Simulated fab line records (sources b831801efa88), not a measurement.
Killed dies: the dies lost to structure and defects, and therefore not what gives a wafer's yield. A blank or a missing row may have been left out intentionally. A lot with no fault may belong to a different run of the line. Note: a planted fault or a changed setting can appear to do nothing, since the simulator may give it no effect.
Chamber matching ; flow gf180mcu ; 3 sister chambers for GF_V3_CVD_02 on pecvd-02
The step deposits SiO2 from TEOS, target thk 850 nm, time 94.851 s. 3 wafers are shown with their chamber, then 9 later ones without.

WAFERS PAIRED WITH THEIR CHAMBERS
wafer;chamber;heater-power-w (W)
L083.1;0;891
L086.4;2;717
L086.5;1;561

WAFERS WITHOUT THEIR CHAMBER
wafer;heater-power-w (W)
L094.1;501
L094.2;731
L094.3;952
L094.4;999
L094.5;594
L094.6;555
L095.3;579
L095.4;451
L095.6;702

WHICH CHAMBER EACH WENT THROUGH
wafer;from the rows above;in truth
L094.1;1;1
L094.2;2;2
L094.3;0;0
L094.4;0;0
L094.5;can't be placed: 1 or 2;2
L094.6;1;1
L095.3;can't be placed: 1 or 2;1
L095.4;1;1
L095.6;2;2
Correct placement for 7 of the 9. Unplaceable from these rows: 2, with the true chamber sitting among the candidates in 2. Placed wrongly: 0.
How it was worked out, from the rows above alone: a wafer's distance from a chamber is the root of the sum, over the readings, of the square of ((its reading less the chamber's mean) divided by the reading's scatter). If the next closest chamber is less than 2 further off than the closest, the wafer can't be placed; otherwise it belongs to the closest. A chamber's mean is the mean of its shown wafers. The scatter: with one shown wafer a chamber, the root of the mean of the squares of how far each hidden wafer lies from its nearest shown one.
